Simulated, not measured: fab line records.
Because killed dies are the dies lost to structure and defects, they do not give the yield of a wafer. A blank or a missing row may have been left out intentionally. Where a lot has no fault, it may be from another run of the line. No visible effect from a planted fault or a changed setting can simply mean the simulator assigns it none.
The tool behind it: which one? + flow sky130 + 12 lots (36 wafers sampled), 1 step of a 708-step route

WHAT THE GAUGES SHOWED, per wafer
SKY_LDD_P_OVL_MEAS_08.
| lot  | measured     | on         | LDD_P_OVL (nm) |
|------|--------------|------------|----------------|
| L776 | day 19 09:16 | overlay-02 | 0.1 -0.8 0.3   |
| L777 | day 19 16:18 | overlay-01 | -0.3 0.8 0.6   |
| L778 | day 20 02:40 | overlay-01 | -0.2 -0.7 -1.0 |
| L785 | day 22 22:59 | overlay-01 | -0.3 -0.4 -0.4 |
| L787 | day 23 11:25 | overlay-02 | 0.6 1.9 1.7    |
| L788 | day 23 19:57 | overlay-01 | -0.5 -3.4 -1.3 |
| L789 | day 24 10:41 | overlay-01 | 1.8 -0.8 0.7   |
| L790 | day 24 22:19 | overlay-02 | 2.2 1.3 1.0    |
| L791 | day 24 23:34 | overlay-02 | -0.4 -1.3 0.6  |
| L793 | day 25 10:31 | overlay-02 | 2.1 0.5 0.4    |
| L797 | day 26 20:19 | overlay-02 | -0.2 1.3 0.0   |
| L798 | day 27 01:16 | overlay-01 | -2.3 -0.8 -1.2 |

TOOL THAT RAN EACH LOT (tool first, then ch and the chambers of the sampled wafers, then the start)
There is no process step in the record ahead of these readings.

WHAT THE TOOLS THEMSELVES READ (means of the sampled wafers that have a number; where no wafer has one, the mark that the record gives instead)
The record holds no such reading with a usual standard deviation.

THE ANSWER, worked out from the rows above alone
Rule: usual is defined by the lots themselves. The widest of any qualifying gaps counts: lots, ordered by their means at a reading, are off when they make up no more than a third of the lots, leave a main group of 4 or more, and stand apart from it by 3 or more times the standard deviation of that group's means. A main group is skipped when, at the precision printed for the reading in the tables above, its means are all equal. A lot without any number at a reading at which 4 lots or more have one is off too. The other lots that the step has rows for count as sound. After the gauges, taken in route order, come the tools' own readings; for these a lot's mean is taken, as printed above. At the first step where some lot is off, the reading lying furthest off is the one used; lots without a number count as furthest.
None of the lots is off at any reading shown; this tells nothing.

WHAT HAD BEEN PUT IN BY THE SIMULATOR
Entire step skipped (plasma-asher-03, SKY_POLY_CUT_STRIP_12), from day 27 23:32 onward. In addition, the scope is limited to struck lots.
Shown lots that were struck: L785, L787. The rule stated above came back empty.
